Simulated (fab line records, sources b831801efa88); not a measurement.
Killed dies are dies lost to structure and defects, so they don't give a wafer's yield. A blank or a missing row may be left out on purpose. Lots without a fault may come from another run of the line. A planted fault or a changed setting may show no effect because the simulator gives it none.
Which tool did it? | flow gf180mcu | 13 lots, 39 wafers sampled, at 4 steps of a route of 602

WHAT THE GAUGES READ, wafer by wafer
GF_V5_BOW_MEAS_05. Usual: V5_BOW 131 um, standard deviation 12.
lot  | measured     | on            | V5_BOW (um) | flag
L129 | day 26 11:28 | film_metro-03 | 138 127 127 |
L130 | day 26 16:54 | film_metro-02 | 159 154 157 |
L131 | day 27 04:25 | film_metro-02 | 141 137 140 |
L132 | day 27 13:53 | film_metro-03 | 133 125 136 |
L133 | day 27 17:24 | film_metro-03 | 124 129 128 |
L138 | day 29 07:53 | film_metro-02 | 152 148     |
L143 | day 30 15:51 | film_metro-02 | 138 143 138 |
L144 | day 30 23:26 | film_metro-03 | 134 130 137 |
L145 | day 31 05:04 | film_metro-02 | 111 123 126 |
L147 | day 31 17:59 | film_metro-01 | 94 112 112  |
L150 | day 32 09:56 | film_metro-01 | 136 137 128 |
L151 | day 32 18:17 | film_metro-01 | 135 115 120 |
L152 | day 32 19:45 | film_metro-03 | 131 121 124 |

GF_TOP_METAL_CD_MEAS_14: target cd 440 nm. Usual: cd_nm 440.0 nm, standard deviation 2.3.
lot  | measured     | on        | cd_nm (nm)        | flag
L129 | day 28 05:38 | cd_sem-01 | 438.5 439.6 441.1 |
L130 | day 28 10:38 | cd_sem-01 | 444.2 439.7 442.8 |
L131 | day 28 21:34 | cd_sem-02 | 438.6 438.2 440.2 |
L132 | day 29 05:43 | cd_sem-02 | 437.3 440.5 438.9 |
L133 | day 29 09:53 | cd_sem-01 | 440.6 436.9 441.3 |
L138 | day 30 22:54 | cd_sem-01 | 437.7 438.9       |
L143 | day 32 04:41 | cd_sem-01 | 442.6 442.5 442.4 |
L144 | day 32 11:38 | cd_sem-01 | 445.7 445.6 444.8 |
L145 | day 32 16:38 | cd_sem-02 | 442.9 442.7 441.8 |
L147 | day 33 04:40 | cd_sem-01 | 439.5 437.6 438.2 |
L150 | day 33 19:02 | cd_sem-01 | 437.5 438.5 436.1 |
L151 | day 34 03:02 | cd_sem-01 | 438.0 441.4 439.8 |
L152 | day 34 04:31 | cd_sem-01 | 440.0 440.0 441.4 |

GF_PASSIVATION_BOW_MEAS_14. Usual: PASSIVATION_BOW 134 um, standard deviation 11.
lot  | measured     | on            | PASSIVATION_BOW (um) | flag
L129 | day 29 03:21 | film_metro-01 | 138 128 127          |
L130 | day 29 08:50 | film_metro-01 | 158 153 158          |
L131 | day 29 19:54 | film_metro-01 | 139 135 140          |
L132 | day 30 03:42 | film_metro-03 | 134 126 138          |
L133 | day 30 07:52 | film_metro-03 | 127 131 131          |
L138 | day 31 19:44 | film_metro-03 | 153 148              |
L143 | day 33 00:31 | film_metro-01 | 142 152 147          |
L144 | day 33 06:36 | film_metro-01 | 138 137 142          |
L145 | day 33 11:52 | film_metro-01 | 111 125 124          |
L147 | day 33 23:40 | film_metro-04 | 97 116 117           |
L150 | day 34 13:04 | film_metro-04 | 145 145 140          |
L151 | day 34 21:19 | film_metro-01 | 135 116 123          |
L152 | day 34 22:24 | film_metro-01 | 127 118 121          |

WHICH TOOL RAN EACH LOT (tool, then ch and the chambers of the sampled wafers, then the start)
lot  | GF_VT_IMPLANT_DEVELOP_28
L129 | litho_track-02 ch 0, day 6 20:12
L130 | litho_track-02 ch 0, day 7 02:51
L131 | litho_track-04 ch 0, day 7 11:40
L132 | litho_track-02 ch 0, day 7 17:38
L133 | litho_track-04 ch 0, day 7 21:53
L138 | litho_track-04 ch 0, day 9 10:02
L143 | litho_track-01 ch 0, day 10 16:17
L144 | litho_track-01 ch 0, day 11 00:44
L145 | litho_track-02 ch 0, day 11 04:03
L147 | litho_track-01 ch 0, day 11 19:32
L150 | litho_track-01 ch 0, day 12 11:38
L151 | litho_track-02 ch 0, day 12 20:48
L152 | litho_track-02 ch 0, day 13 02:00
- GF_VT_IMPLANT_DEVELOP_28: develop time 60 s.

WHAT THE TOOLS THEMSELVES READ (means of the sampled wafers that have a number; where no wafer has one, the mark that the record gives instead)
The record holds no such reading with a usual standard deviation.

THE ANSWER, worked out from the rows above alone
Rule: a lot is off if the mean of its wafers that have a number lies more than 3 standard deviations from the usual mean. A lot without any number at a reading at which 4 lots or more have one is off too. The other lots that the step has rows for count as sound. The gauges are gone through in route order, then the tools' own readings, and for those a lot's mean is taken as printed above. The first step at which some lot is off is used, and at that step the reading that is off furthest; a lot without a number counts as furthest.
No lot is off at any reading shown: from this, nothing can be told.

WHAT THE SIMULATOR HAD PUT IN
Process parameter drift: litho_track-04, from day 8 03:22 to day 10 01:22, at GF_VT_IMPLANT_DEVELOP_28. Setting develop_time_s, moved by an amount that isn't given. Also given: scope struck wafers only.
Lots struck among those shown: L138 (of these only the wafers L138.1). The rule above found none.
